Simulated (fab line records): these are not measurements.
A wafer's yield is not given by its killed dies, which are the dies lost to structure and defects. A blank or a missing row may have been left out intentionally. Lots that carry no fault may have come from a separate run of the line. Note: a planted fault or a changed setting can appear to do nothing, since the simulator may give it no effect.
Code-filled problem report in 8D (eight disciplines) form | flow gf180mcu | the parts of the form that need people (team, actions taken, sign-off) are left out

1. PROBLEM STATEMENT
V2_W_RS at GF_V2_RS_MEAS_24 reads a mean of 0.312 ohm/sq on 1 wafer of 1 lot; wafers without a fault read 0.329 ohm/sq with a standard deviation of 0.0035. Measured from the usual mean, that is -4.9 standard deviations.
The step: measures by four-point-probe.
Seen first at day 26 00:44 on film-metro-04, wafer L312.4. The record has a number at this step for 38 wafers belonging to 13 lots. By rule, "out" or "out of limits" means more than 4 standard deviations away from the usual mean. The rest of the wafers with a number are treated as sound.

2. WHAT IT IS, AND WHAT IT ISN'T
question                    | is                | is not
which readings at this step | V2_W_RS           | -
which lots                  | L312              | L298, L299, L300, L301, L302, L303, L304, L305, L306, L307, L317, L319
which wafers of those lots  | L312.4            | L312.1
read on which gauges        | film-metro-04     | film-metro-02, film-metro-03
when                        | from day 26 00:44 | up to then (31 sound wafers); but 6 sound wafers of L317, L319 came after

3. SUSPECTS, AND WHAT RULES EACH OUT
Counting: if a tool at a process step up to the reading ran every lot that is out, it stays a suspect. Sound lots after the first of them don't rule it out here, since some wafers of a struck lot are sound.
- the gauge at GF_V2_RS_MEAS_24: kept. All the wafers that are out were read on film-metro-04, and no step on other tools shows them out.
- rie-metal-01 at GF_M2_METAL_ETCH_16 (etches the open film in Cl2/BCl3, stops on SiO2, target depth 750.8 nm, time 125.1 s): kept. L312, the lot that is out, went through it at day 25 00:43; up to then, the latest sound lot through it was L307 at day 23 10:58.
- cvd-w-01 at GF_V2_CVD_23 (deposits W, target thk 350 nm, time 104.94 s): kept. L312, the lot that is out, went through it at day 26 00:37; up to then, the latest sound lot through it was L307 at day 24 11:43.
- The sound lot-mates ran in chamber 1 of rie-metal-01 at GF_M2_METAL_ETCH_16, but the wafers that are out ran in chamber 0.
- The sound lot-mates ran in chamber 0 of cvd-w-01 at GF_V2_CVD_23, but the wafers that are out ran in chamber 1.
Still standing after the count: rie-metal-01 at GF_M2_METAL_ETCH_16, cvd-w-01 at GF_V2_CVD_23, film-metro-04 at GF_V2_RS_MEAS_24.

4. THE CAUSE (what the simulator had put in)
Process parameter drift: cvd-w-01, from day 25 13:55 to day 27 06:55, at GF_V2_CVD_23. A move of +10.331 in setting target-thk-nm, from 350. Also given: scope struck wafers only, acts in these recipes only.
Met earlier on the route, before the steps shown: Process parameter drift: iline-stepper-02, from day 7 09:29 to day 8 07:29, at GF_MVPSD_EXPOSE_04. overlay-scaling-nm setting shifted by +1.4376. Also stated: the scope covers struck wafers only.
This tool is one of the 3 suspects left after counting.

5. THE CHAIN OF EFFECTS, in route order
Each row: a reading whose mean over the struck wafers that have a number lies more than 3 standard deviations from the usual. Only readings for which the record gives a usual standard deviation are gone through. hours: the time from each lot's start at the first step in this table that gives one to its start at this step, as a median over the lots. sigmas: the change in usual standard deviations.
hours | step              | reading  | usual        | on struck wafers | change | sigmas
0     | GF_V2_RS_MEAS_24  | V2_W_RS  | 0.329 ohm/sq | 0.312            | -0.017 | -4.9
0     | GF_V2_THK_MEAS_25 | V2_W_THK | 350 nm       | 371              | +21    | +4.9

6. HOW IT WOULD HAVE BEEN CAUGHT EARLIER
11 hours passed between the start of the fault at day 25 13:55 and the first reading out of limits at a measuring or inspecting step in this record, taken at day 26 00:44.
An alarm limit of 4 standard deviations would not have fired on the tool readings at GF_V2_CVD_23 for which the record gives a usual standard deviation, since none of them was out on any struck wafer.
The start of GF_V2_CVD_23 on cvd-w-01 came by day 26 00:44 for every one of the lots that are out (1). Holding the tool at that point would not have protected any of them.
